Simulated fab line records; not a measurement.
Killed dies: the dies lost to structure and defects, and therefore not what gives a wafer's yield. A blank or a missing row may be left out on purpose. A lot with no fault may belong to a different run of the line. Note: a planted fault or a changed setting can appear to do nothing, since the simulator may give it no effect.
What tool caused it?	flow sky130	12 lots with 36 wafers sampled at 2 steps, on a route of 708 steps

## WHAT EACH GAUGE READ, for each wafer
SKY_POLY_GATE_THK_MEAS_04.
lot	measured	on	POLY_GATE_CVD_03_THK (nm)
L076	day 16 01:22	film-metro-03	75.3 75.8 76.0
L077	day 16 08:56	film-metro-01	76.6 76.0 76.6
L078	day 16 21:41	film-metro-01	74.3 75.6 74.9
L081	day 17 22:31	film-metro-04	74.4 74.4 74.2
L083	day 19 04:44	film-metro-01	76.0 76.2 75.3
L085	day 19 11:34	film-metro-03	76.2 76.4 77.1
L087	day 20 06:01	film-metro-01	76.6 76.0 76.5
L089	day 20 19:34	film-metro-03	76.5 76.3 75.8
L091	day 21 15:35	film-metro-01	74.3 75.1 74.3
L093	day 22 02:44	film-metro-03	76.1 76.2 75.7
L095	day 22 17:25	film-metro-01	74.1 74.9 75.1
L097	day 23 21:12	film-metro-01	74.7 74.6 74.1

## WHICH TOOL RAN EACH LOT (tool, then ch and the chambers of the sampled wafers, then the start)
lot	SKY_FIELD_ISO_ETCH_14
L076	rie-diel-01 ch 0,1,2, day 2 14:35
L077	rie-diel-02 ch 0,2,3, day 2 23:13
L078	rie-diel-02 ch 0,2,3, day 3 08:41
L081	rie-diel-04 ch 0,3, day 3 18:55
L083	rie-diel-01 ch 0,1, day 4 02:47
L085	rie-diel-02 ch 0,1,2, day 4 13:50
L087	rie-diel-04 ch 0,2, day 5 03:34
L089	rie-diel-04 ch 0,1,2, day 5 13:01
L091	rie-diel-04 ch 0,1, day 5 21:41
L093	rie-diel-02 ch 0,1, day 6 06:53
L095	rie-diel-02 ch 0,1,3, day 6 18:41
L097	rie-diel-04 ch 0,1,2, day 7 05:47
- SKY_FIELD_ISO_ETCH_14: etches BARC in N2/H2, stops on SiO2, time 45.9 s, target depth 60 nm.

## THE ANSWER, worked out from the rows above alone
Rule: what is usual is taken from the lots themselves. The widest of any qualifying gaps counts: lots, ordered by their means at a reading, are off when they make up no more than a third of the lots, leave a main group of 4 or more, and stand apart from it by 3 or more times the standard deviation of that group's means. The tables above print the reading to a certain number of digits; a main group whose means all agree to those digits is not used. Also off: a lot with no number at a reading for which 4 or more lots have one. Any other lot the step has rows for is counted as sound.
No lot is off on any of the readings shown, so nothing can be concluded from this.

## WHAT WAS PUT IN BY THE SIMULATOR
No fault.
